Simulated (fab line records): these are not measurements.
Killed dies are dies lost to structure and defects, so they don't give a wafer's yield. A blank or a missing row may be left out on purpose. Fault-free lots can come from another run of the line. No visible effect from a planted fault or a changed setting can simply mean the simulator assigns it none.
fab line records + flow sky130
record:
- lots: 10
- wafers: 30
- last_day: 49
route steps=708 shown LDD_P@265 SPACER@304 POLY_CUT@318 SD_P@327
lots untouched by any fault: they come from a run of this same line in which no faults occurred
start_h: hours from the record's first day to the start of the lot's first wafer shown + wait_h: hours elapsed since this lot's preceding step + " identical to the entry in the row above + L1.1+2: one row covering several wafers at once + - no value present, or no start provided + * or withheld: withheld + < > ~ a bound
route shown NAME@n: a module of which the file shows steps, and the number in the route of the first + usual: mean/standard deviation of fault-free wafers + same: alike in all rows + chamber/n: place in a boat + sites: readings site by site + _std_site: standard deviation across them + _edge_site: outer sites' mean less inner sites' + radius_mm: how far each site lies from the wafer's centre + mask NAME#n: copy n + behind: the most recent tool/chamber to have shaped the wafer + hold: what put the lot on hold/how long, in hours/how the hold closed + device: transistor that didn't switch, given as n, p or np + end of line: at the end of the route, the tests of the same wafers + a step with no rows: only its recipe + killed: at the first sort, the dies lost to defects and structure; wafer yield is something else + map: per-die view of a wafer (x killed, . not killed, _ where there is no die)
set.NAME: setting as actually run; set.NAME@STEP: the setting as run at that earlier step + model.NAME: the simulator's own value behind a step, which no gauge read
one table for each step of the route and one row for each wafer, over a sample of lots
services: the hour from which a tool's chamber was out of use, counted from the record's first day as start_h (under 0 if before that day), plus the number of hours and why
== steps ==
step: SKY_LDD_P_STRIP_10
recipe:
- chemistry: O2/N2
- power_w: 1400
- pressure_mtorr: 1500
- platen_temp_c: withheld
- o2_flow_sccm: 3000
- n2_flow_sccm: 300
- overash_fraction: 0.5
usual:
- drypump_motor_current_A: 5.8/0.57
- oes_product_au: 0.715/0.0045
- strip_time_to_endpoint_s: 14.22/0.038
| lot.wafer | tool            | chamber | start_h | wait_h | drypump_motor_current_A | oes_product_au | rf_hours_counter_h | strip_time_to_endpoint_s |
|-----------|-----------------|---------|---------|--------|-------------------------|----------------|--------------------|--------------------------|
| L159.3    | plasma_asher-04 | 0       | 417.66  | 0.1    | 5.0                     | 0.716          | -                  | 14.20                    |
| L159.5    | "               | 1       | "       | "      | 5.6                     | 0.714          | -                  | 14.22                    |
| L159.6    | "               | 0       | "       | "      | 5.0                     | 0.717          | -                  | 14.22                    |
| L161.3    | plasma_asher-04 | 0       | 441.70  | 0.1    | 5.0                     | 0.718          | -                  | 14.24                    |
| L161.4    | "               | 1       | "       | "      | 5.6                     | 0.717          | -                  | 14.25                    |
| L161.6    | "               | 1       | "       | "      | 5.7                     | 0.713          | -                  | 14.25                    |
| L162.1    | plasma_asher-02 | 1       | 455.46  | 0.1    | 6.5                     | 0.716          | 79                 | 14.23                    |
| L162.2    | "               | 0       | "       | "      | 5.2                     | 0.718          | 79                 | 14.23                    |
| L162.4    | "               | 0       | "       | "      | 5.2                     | 0.718          | -                  | 14.21                    |
| L163.4    | plasma_asher-04 | 0       | 466.66  | 0.1    | 5.0                     | 0.714          | -                  | 14.21                    |
| L163.5    | "               | 0       | "       | "      | 5.0                     | 0.711          | -                  | 14.16                    |
| L163.6    | "               | 1       | "       | "      | 5.6                     | 0.712          | -                  | 14.18                    |
| L164.1    | plasma_asher-04 | 0       | 469.31  | 0.1    | 5.0                     | 0.718          | 4                  | 14.22                    |
| L164.2    | "               | 1       | "       | "      | 5.6                     | 0.710          | 4                  | 14.21                    |
| L164.6    | "               | 1       | "       | "      | 5.6                     | 0.720          | -                  | 14.30                    |
| L165.2    | plasma_asher-02 | 0       | 481.17  | 0.1    | 5.3                     | 0.716          | 82                 | 14.17                    |
| L165.3    | "               | 0       | "       | "      | 5.3                     | 0.710          | -                  | 14.19                    |
| L165.6    | "               | 0       | "       | "      | 5.3                     | 0.710          | -                  | 14.18                    |
| L166.1    | plasma_asher-02 | 1       | 492.38  | 0.1    | 6.5                     | 0.717          | 83                 | 14.19                    |
| L166.2    | "               | 0       | "       | "      | 5.2                     | 0.721          | 83                 | 14.20                    |
| L166.6    | "               | 0       | "       | "      | 5.2                     | 0.715          | -                  | 14.19                    |
| L167.1    | plasma_asher-02 | 0       | 498.41  | 0.1    | 5.2                     | 0.711          | 84                 | 14.23                    |
| L167.2    | "               | 1       | "       | "      | 6.5                     | 0.711          | 84                 | 14.23                    |
| L167.4    | "               | 0       | "       | "      | 5.2                     | 0.713          | -                  | 14.22                    |
| L174.2    | plasma_asher-02 | 0       | 561.58  | 0.1    | 5.2                     | 0.719          | 90                 | 14.19                    |
| L174.4    | "               | 1       | "       | "      | 6.5                     | 0.716          | -                  | 14.19                    |
| L174.5    | "               | 1       | "       | "      | 6.5                     | 0.709          | -                  | 14.24                    |
| L176.1    | plasma_asher-02 | 1       | 575.03  | 0.1    | 6.5                     | 0.704          | 92                 | 14.24                    |
| L176.3    | "               | 1       | "       | "      | 6.5                     | 0.720          | -                  | 14.21                    |
| L176.6    | "               | 1       | "       | "      | 6.5                     | 0.714          | -                  | 14.18                    |
step: SKY_SPACER_CVD_00
recipe:
- material: Si3N4
- precursor: DCS/NH3
- target_thk_nm: 43.1
- temp_c: 770
- time_s: 740
- pressure_mtorr: 250
usual:
- spike_tc_bottom_C: 786.0/2.1
- spike_tc_centre_C: 771.2/1.2
- spike_tc_lower_C: 769.5/1
- spike_tc_top_C: 778.1/1.5
- spike_tc_upper_C: 769.8/1.4
| lot.wafer | tool     | chamber | start_h | wait_h | spike_tc_bottom_C | spike_tc_centre_C | spike_tc_lower_C | spike_tc_top_C | spike_tc_upper_C |
|-----------|----------|---------|---------|--------|-------------------|-------------------|------------------|----------------|------------------|
| L159.3    | lpcvd-02 | 0       | 511.62  | 0.0    | 787.3             | 772.7             | 767.4            | 777.1          | 769.4            |
| L159.5    | "        | 0       | "       | "      | 787.2             | 772.6             | 770.9            | 776.0          | 768.7            |
| L159.6    | "        | 0       | "       | "      | 788.0             | 771.5             | 768.1            | 777.8          | 766.8            |
| L161.3    | lpcvd-02 | 0       | 534.70  | 0.3    | 787.8             | 770.9             | 769.3            | 778.4          | 770.5            |
| L161.4    | "        | 0       | "       | "      | 786.9             | 771.9             | 771.1            | 778.2          | 768.6            |
| L161.6    | "        | 0       | "       | "      | 785.7             | 772.3             | 771.0            | 778.1          | 769.6            |
| L162.1    | lpcvd-02 | 1       | 548.45  | 0.0    | 783.1             | 770.4             | 768.3            | 778.5          | 771.5            |
| L162.2    | "        | 1       | "       | "      | 784.5             | 768.8             | 770.2            | 779.6          | 771.0            |
| L162.4    | "        | 1       | "       | "      | 783.6             | 770.5             | 767.8            | 779.4          | 771.6            |
| L163.4    | lpcvd-02 | 0       | 580.49  | 20.6   | 787.6             | 770.1             | 768.2            | 779.2          | 767.7            |
| L163.5    | "        | 0       | "       | "      | 788.9             | 772.0             | 770.1            | 778.1          | 770.8            |
| L163.6    | "        | 0       | "       | "      | 789.1             | 772.4             | 769.6            | 777.1          | 770.2            |
| L164.1    | lpcvd-02 | 0       | 580.49  | 17.7   | 787.6             | 771.8             | 769.0            | 776.6          | 768.8            |
| L164.2    | "        | 0       | "       | "      | 786.6             | 770.1             | 769.6            | 777.1          | 769.0            |
| L164.6    | "        | 0       | "       | "      | 786.2             | 772.5             | 769.9            | 776.5          | 770.5            |
| L165.2    | lpcvd-02 | 1       | 580.49  | 6.4    | 785.3             | 772.4             | 769.4            | 778.6          | 770.3            |
| L165.3    | "        | 1       | "       | "      | 784.9             | 770.8             | 769.6            | 778.8          | 770.9            |
| L165.6    | "        | 1       | "       | "      | 783.5             | 771.5             | 768.9            | 779.6          | 770.2            |
| L166.1    | lpcvd-02 | 1       | 584.68  | 0.9    | 782.8             | 771.3             | 769.8            | 780.8          | 770.8            |
| L166.2    | "        | 1       | "       | "      | 783.3             | 770.8             | 770.1            | 779.6          | 771.1            |
| L166.6    | "        | 1       | "       | "      | 783.3             | 772.2             | 768.9            | 779.2          | 771.8            |
| L167.1    | lpcvd-02 | 0       | 589.99  | 1.1    | 788.9             | 772.4             | 768.5            | 778.5          | 769.5            |
| L167.2    | "        | 0       | "       | "      | 786.0             | 770.4             | 770.5            | 777.9          | 768.2            |
| L167.4    | "        | 0       | "       | "      | 789.0             | 772.4             | 770.0            | 777.3          | 769.6            |
| L174.2    | lpcvd-02 | 0       | 647.77  | 0.0    | 780.5             | 764.2             | 762.0            | 770.6          | 761.5            |
| L174.4    | "        | 0       | "       | "      | 779.1             | 764.1             | 761.4            | 769.4          | 760.3            |
| L174.5    | "        | 0       | "       | "      | 778.5             | 760.7             | 759.9            | 769.3          | 760.0            |
| L176.1    | lpcvd-02 | 1       | 659.77  | 0.0    | 784.7             | 771.4             | 768.5            | 779.4          | 772.0            |
| L176.3    | "        | 1       | "       | "      | 784.6             | 770.5             | 769.8            | 779.0          | 770.1            |
| L176.6    | "        | 1       | "       | "      | 783.6             | 770.4             | 768.4            | 777.8          | 771.0            |
step: SKY_SPACER_THK_MEAS_01
recipe:
- reads: Si3N4_of_SPACER_CVD_00
usual:
- SPACER_CVD_00_THK: 43.0/0.39
| lot.wafer | tool          | chamber | start_h | wait_h | SPACER_CVD_00_THK[nm] |
|-----------|---------------|---------|---------|--------|-----------------------|
| L159.3    | film_metro-04 | -       | 512.84  | 0.0    | 42.8                  |
| L159.5    | "             | -       | "       | "      | 42.9                  |
| L159.6    | "             | -       | "       | "      | 43.0                  |
| L161.3    | film_metro-01 | -       | 535.92  | 0.0    | 43.2                  |
| L161.4    | "             | -       | "       | "      | 43.3                  |
| L161.6    | "             | -       | "       | "      | 43.1                  |
| L162.1    | film_metro-03 | -       | 549.66  | 0.0    | 42.9                  |
| L162.2    | "             | -       | "       | "      | 43.0                  |
| L162.4    | "             | -       | "       | "      | 42.8                  |
| L164.1    | film_metro-01 | -       | 581.69  | 0.0    | 43.1                  |
| L164.2    | "             | -       | "       | "      | 43.2                  |
| L164.6    | "             | -       | "       | "      | 43.4                  |
| L165.2    | film_metro-04 | -       | 581.70  | 0.0    | 42.7                  |
| L165.3    | "             | -       | "       | "      | 42.5                  |
| L165.6    | "             | -       | "       | "      | 42.7                  |
| L163.4    | film_metro-03 | -       | 581.72  | 0.0    | 42.9                  |
| L163.5    | "             | -       | "       | "      | 42.3                  |
| L163.6    | "             | -       | "       | "      | 42.7                  |
| L166.1    | film_metro-03 | -       | 585.89  | 0.0    | 42.4                  |
| L166.2    | "             | -       | "       | "      | 43.1                  |
| L166.6    | "             | -       | "       | "      | 42.9                  |
| L167.1    | film_metro-01 | -       | 591.19  | 0.0    | 42.6                  |
| L167.2    | "             | -       | "       | "      | 42.8                  |
| L167.4    | "             | -       | "       | "      | 42.6                  |
| L174.2    | film_metro-01 | -       | 648.99  | 0.0    | 37.0                  |
| L174.4    | "             | -       | "       | "      | 36.7                  |
| L174.5    | "             | -       | "       | "      | 37.0                  |
| L176.1    | film_metro-01 | -       | 660.98  | 0.0    | 42.8                  |
| L176.3    | "             | -       | "       | "      | 42.7                  |
| L176.6    | "             | -       | "       | "      | 43.0                  |
step: SKY_SPACER_ETCHBACK_02
recipe:
- chemistry: CH3F/O2
- target: Si3N4
- stop_on: SiO2
- source_w: 400
- bias_w: 80
- pressure_mtorr: 25
- ch3f_flow_sccm: 40
- O2_flow_sccm: 30
- time_s: 46.7
- target_depth_a: 450
usual:
- drypump_motor_current_A: 5.6/0.4
- oes_product_au: 0.854/0.0064
- throttle_valve_pct: 10.562/0.0091
| lot.wafer | tool        | chamber | start_h | wait_h | drypump_motor_current_A | oes_product_au | rf_hours_counter_h | throttle_valve_pct |
|-----------|-------------|---------|---------|--------|-------------------------|----------------|--------------------|--------------------|
| L159.3    | rie_diel-01 | 0       | 512.88  | 0.0    | 5.8                     | 0.849          | 4                  | 10.560             |
| L159.5    | "           | 1       | "       | "      | 5.9                     | 0.857          | -                  | 10.564             |
| L159.6    | "           | 0       | "       | "      | 5.8                     | 0.857          | -                  | 10.569             |
| L161.3    | rie_diel-01 | 2       | 535.96  | 0.0    | 5.3                     | 0.858          | 38                 | 10.566             |
| L161.4    | "           | 3       | "       | "      | 4.8                     | 0.857          | 8                  | 10.556             |
| L161.6    | "           | 1       | "       | "      | 5.9                     | 0.852          | -                  | 10.565             |
| L162.1    | rie_diel-02 | 2       | 549.72  | 0.1    | 6.1                     | 0.841          | 10                 | 10.572             |
| L162.2    | "           | 0       | "       | "      | 5.6                     | 0.848          | 35                 | 10.563             |
| L162.4    | "           | 0       | "       | "      | 5.6                     | 0.849          | -                  | 10.565             |
| L163.4    | rie_diel-01 | 2       | 581.75  | 0.0    | 5.3                     | 0.853          | 39                 | 10.550             |
| L163.5    | "           | 3       | "       | "      | 4.8                     | 0.844          | -                  | 10.559             |
| L163.6    | "           | 2       | "       | "      | 5.4                     | 0.857          | -                  | 10.541             |
| L164.1    | rie_diel-02 | 2       | 581.75  | 0.1    | 6.1                     | 0.846          | 11                 | 10.563             |
| L164.2    | "           | 3       | "       | "      | 5.6                     | 0.850          | 16                 | 10.550             |
| L164.6    | "           | 3       | "       | "      | 5.7                     | 0.860          | -                  | 10.556             |
| L165.2    | rie_diel-04 | 3       | 581.75  | 0.0    | 5.1                     | 0.843          | 8                  | 10.548             |
| L165.3    | "           | 0       | "       | "      | 6.1                     | 0.847          | 10                 | 10.580             |
| L165.6    | "           | 3       | "       | "      | 5.1                     | 0.859          | -                  | 10.549             |
| L166.1    | rie_diel-02 | 2       | 585.95  | 0.1    | 6.2                     | 0.844          | 11                 | 10.563             |
| L166.2    | "           | 3       | "       | "      | 5.6                     | 0.851          | 17                 | 10.559             |
| L166.6    | "           | 2       | "       | "      | 6.2                     | 0.849          | -                  | 10.564             |
| L167.1    | rie_diel-02 | 3       | 591.25  | 0.1    | 5.7                     | 0.855          | 17                 | 10.568             |
| L167.2    | "           | 2       | "       | "      | 6.1                     | 0.855          | 12                 | 10.545             |
| L167.4    | "           | 0       | "       | "      | 5.6                     | 0.853          | -                  | 10.561             |
| L174.2    | rie_diel-01 | 3       | 649.04  | 0.0    | 4.8                     | 0.791          | 10                 | 10.553             |
| L174.4    | "           | 2       | "       | "      | 5.3                     | 0.778          | 40                 | 10.553             |
| L174.5    | "           | 0       | "       | "      | 5.8                     | 0.787          | -                  | 10.559             |
| L176.1    | rie_diel-01 | 3       | 661.04  | 0.1    | 4.8                     | 0.853          | 11                 | 10.573             |
| L176.3    | "           | 0       | "       | "      | 5.8                     | 0.848          | 6                  | 10.561             |
| L176.6    | "           | 3       | "       | "      | 4.8                     | 0.849          | -                  | 10.568             |
step: SKY_POLY_CUT_ETCH_11
recipe:
- target: Si3N4
- chemistry: CF4/CH2F2/Ar
- stop_on: poly-Si
- source_w: 600
- bias_w: 150
- pressure_mtorr: 40
- cf4_flow_sccm: 40
- ch2f2_flow_sccm: 20
- Ar_flow_sccm: 150
- time_s: 42.5
- target_depth_a: 600
usual:
- drypump_motor_current_A: 5.8/0.4
- oes_product_au: 0.831/0.0064
- throttle_valve_pct: 14.995/0.0088
| lot.wafer | tool        | chamber | start_h | wait_h | drypump_motor_current_A | oes_product_au | rf_hours_counter_h | throttle_valve_pct |
|-----------|-------------|---------|---------|--------|-------------------------|----------------|--------------------|--------------------|
| L159.3    | rie_diel-02 | 3       | 543.91  | 0.0    | 5.6                     | 0.830          | 15                 | 14.992             |
| L159.5    | "           | 0       | "       | "      | 5.6                     | 0.832          | -                  | 14.997             |
| L159.6    | "           | 3       | "       | "      | 5.7                     | 0.836          | -                  | 14.996             |
| L161.3    | rie_diel-02 | 2       | 567.11  | 0.0    | 6.1                     | 0.832          | 11                 | 15.003             |
| L161.4    | "           | 2       | "       | "      | 6.1                     | 0.825          | -                  | 15.007             |
| L161.6    | "           | 3       | "       | "      | 5.6                     | 0.838          | -                  | 15.005             |
| L162.1    | rie_diel-02 | 2       | 579.16  | 0.0    | 6.2                     | 0.825          | 11                 | 15.000             |
| L162.2    | "           | 3       | "       | "      | 5.6                     | 0.827          | 16                 | 14.990             |
| L162.4    | "           | 0       | "       | "      | 5.6                     | 0.826          | -                  | 14.991             |
| L163.4    | rie_diel-02 | 0       | 609.73  | 0.0    | 5.6                     | 0.836          | -                  | 15.003             |
| L163.5    | "           | 3       | "       | "      | 5.6                     | 0.831          | -                  | 14.980             |
| L163.6    | "           | 2       | "       | "      | 6.2                     | 0.829          | -                  | 14.989             |
| L165.2    | rie_diel-03 | 0       | 610.06  | 0.0    | 5.8                     | 0.828          | 4                  | 15.011             |
| L165.3    | "           | 2       | "       | "      | 6.4                     | 0.831          | 5                  | 14.990             |
| L165.6    | "           | 3       | "       | "      | 6.4                     | 0.829          | -                  | 14.990             |
| L164.1    | rie_diel-02 | 0       | 610.41  | 0.0    | 5.6                     | 0.834          | 37                 | 14.992             |
| L164.2    | "           | 2       | "       | "      | 6.1                     | 0.831          | 12                 | 14.991             |
| L164.6    | "           | 3       | "       | "      | 5.6                     | 0.833          | -                  | 14.996             |
| L166.1    | rie_diel-02 | 3       | 615.26  | 0.0    | 5.6                     | 0.835          | 17                 | 14.996             |
| L166.2    | "           | 0       | "       | "      | 5.6                     | 0.822          | 37                 | 14.993             |
| L166.6    | "           | 0       | "       | "      | 5.6                     | 0.837          | -                  | 14.991             |
| L167.1    | rie_diel-01 | 0       | 620.41  | 0.0    | 5.8                     | 0.833          | 6                  | 15.001             |
| L167.2    | "           | 2       | "       | "      | 5.3                     | 0.834          | 40                 | 14.996             |
| L167.4    | "           | 3       | "       | "      | 4.8                     | 0.834          | 10                 | 14.991             |
| L174.2    | rie_diel-01 | 1       | 676.81  | 0.0    | 5.9                     | 0.827          | 52                 | 14.991             |
| L174.4    | "           | 0       | "       | "      | 5.8                     | 0.821          | 7                  | 14.992             |
| L174.5    | "           | 1       | "       | "      | 5.9                     | 0.827          | -                  | 14.988             |
| L176.1    | rie_diel-03 | 1       | 688.46  | 0.0    | 5.8                     | 0.821          | 43                 | 14.991             |
| L176.3    | "           | 0       | "       | "      | 5.8                     | 0.822          | 6                  | 14.995             |
| L176.6    | "           | 3       | "       | "      | 6.4                     | 0.828          | -                  | 15.005             |
step: SKY_SD_P_CD_MEAS_07
recipe:
- target_cd_nm: 380
usual:
- cd_nm: 379.3/2
| lot.wafer | tool      | chamber | start_h | wait_h | cd_nm |
|-----------|-----------|---------|---------|--------|-------|
| L159.3    | cd_sem-01 | -       | 574.28  | 0.1    | 381.9 |
| L159.5    | "         | -       | "       | "      | 380.4 |
| L159.6    | "         | -       | "       | "      | 381.1 |
| L161.3    | cd_sem-01 | -       | 593.82  | 0.1    | 383.0 |
| L161.4    | "         | -       | "       | "      | 379.4 |
| L161.6    | "         | -       | "       | "      | 379.3 |
| L162.1    | cd_sem-01 | -       | 607.42  | 0.1    | 378.4 |
| L162.2    | "         | -       | "       | "      | 381.2 |
| L162.4    | "         | -       | "       | "      | 379.3 |
| L163.4    | cd_sem-01 | -       | 637.58  | 0.1    | 379.1 |
| L163.5    | "         | -       | "       | "      | 380.7 |
| L163.6    | "         | -       | "       | "      | 378.0 |
| L165.2    | cd_sem-01 | -       | 637.84  | 0.1    | 377.3 |
| L165.3    | "         | -       | "       | "      | 375.8 |
| L165.6    | "         | -       | "       | "      | 376.6 |
| L164.1    | cd_sem-01 | -       | 638.53  | 0.1    | 379.1 |
| L164.2    | "         | -       | "       | "      | 377.6 |
| L164.6    | "         | -       | "       | "      | 380.9 |
| L166.1    | cd_sem-02 | -       | 643.67  | 0.1    | 378.4 |
| L166.2    | "         | -       | "       | "      | 378.8 |
| L166.6    | "         | -       | "       | "      | 380.5 |
| L167.1    | cd_sem-02 | -       | 648.12  | 0.1    | 379.3 |
| L167.2    | "         | -       | "       | "      | 380.4 |
| L167.4    | "         | -       | "       | "      | 383.2 |
| L174.2    | cd_sem-01 | -       | 705.04  | 0.1    | 379.3 |
| L174.4    | "         | -       | "       | "      | 377.5 |
| L174.5    | "         | -       | "       | "      | 379.7 |
| L176.1    | cd_sem-01 | -       | 716.12  | 0.1    | 378.1 |
| L176.3    | "         | -       | "       | "      | 379.4 |
| L176.6    | "         | -       | "       | "      | 379.6 |
== services ==
| tool            | chamber | start_h | hours | kind       |
|-----------------|---------|---------|-------|------------|
| rie_diel-01     | 0       | 398.28  | 7.0   | repair     |
| lpcvd-02        | -       | 407.26  | 1.8   | repair     |
| rie_diel-04     | 0       | 409.70  | 4.4   | repair     |
| plasma_asher-04 | -       | 421.25  | 9.0   | pm         |
| plasma_asher-04 | 0       | 421.25  | 9.2   | vent_cycle |
| plasma_asher-04 | -       | 425.27  | 5.1   | repair     |
| rie_diel-02     | 1       | 502.66  | 117.8 | repair     |
| plasma_asher-04 | -       | 505.99  | 5.8   | repair     |
| rie_diel-01     | -       | 510.72  | 0.4   | repair     |
| rie_diel-01     | 3       | 521.36  | 8.4   | repair     |
| rie_diel-01     | 0       | 524.97  | 7.3   | repair     |
| lpcvd-02        | -       | 549.81  | 1.5   | repair     |
| lpcvd-02        | -       | 551.34  | 28.1  | pm         |
| rie_diel-04     | 1       | 595.48  | 6.8   | repair     |
| rie_diel-04     | 2       | 598.29  | 1.5   | repair     |
| rie_diel-03     | -       | 606.84  | 0.3   | repair     |
| rie_diel-04     | 0       | 609.28  | 2.0   | repair     |
| rie_diel-04     | 2       | 638.90  | 9.6   | repair     |
| rie_diel-02     | 1       | 653.39  | 9.8   | repair     |
| plasma_asher-02 | -       | 654.79  | 5.7   | repair     |
| rie_diel-02     | 1       | 675.39  | 4.2   | repair     |
| rie_diel-01     | 1       | 677.84  | 6.3   | repair     |
| rie_diel-02     | 3       | 677.86  | 107.7 | repair     |
| rie_diel-02     | 0       | 682.90  | 4.3   | repair     |
== key ==
first_sign:
- step: SKY_SPACER_CVD_00
- reading: spike_tc_lower_C
- direction: down
- sigmas: 8.3
- usual: 769.5
- struck: 761.1
effect:
- step: SKY_SPACER_CVD_00
- reading: spike_tc_centre_C
- direction: down
- sigmas: 7
- usual: 771.2
- struck: 763.0
effect:
- step: SKY_SPACER_THK_MEAS_01
- reading: SPACER_CVD_00_THK
- direction: down
- sigmas: 16
- usual: 43.0
- struck: 36.9
effect:
- step: SKY_SPACER_ETCHBACK_02
- reading: oes_product_au
- direction: down
- sigmas: 11
- usual: 0.854
- struck: 0.785
met_at SKY_SPACER_CVD_00
struck_lots L174
struck_wafers L174.2,L174.4,L174.5
tester_left_out L174
not_acting_at SKY_LDD_P_STRIP_10,SKY_POLY_CUT_ETCH_11,SKY_SD_P_CD_MEAS_07
onset_between 589.99 647.77
fault:
- kind: process_parameter_drift
- tool: lpcvd-02
- chamber: 0
- onset_h: 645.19
- steps: SKY_SPACER_CVD_00
- channel: temp_c
- offset: *
- shape: step
- end_h: 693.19
- acts_in: *
- stated: *
tester_left_out: of these lots the tester's yield and bins aren't shown, on N5 and GAA mostly nor the transistor test; their killed dies are dies lost to structure and defects alone, not to doping, threshold or leakage, so they don't give the yield
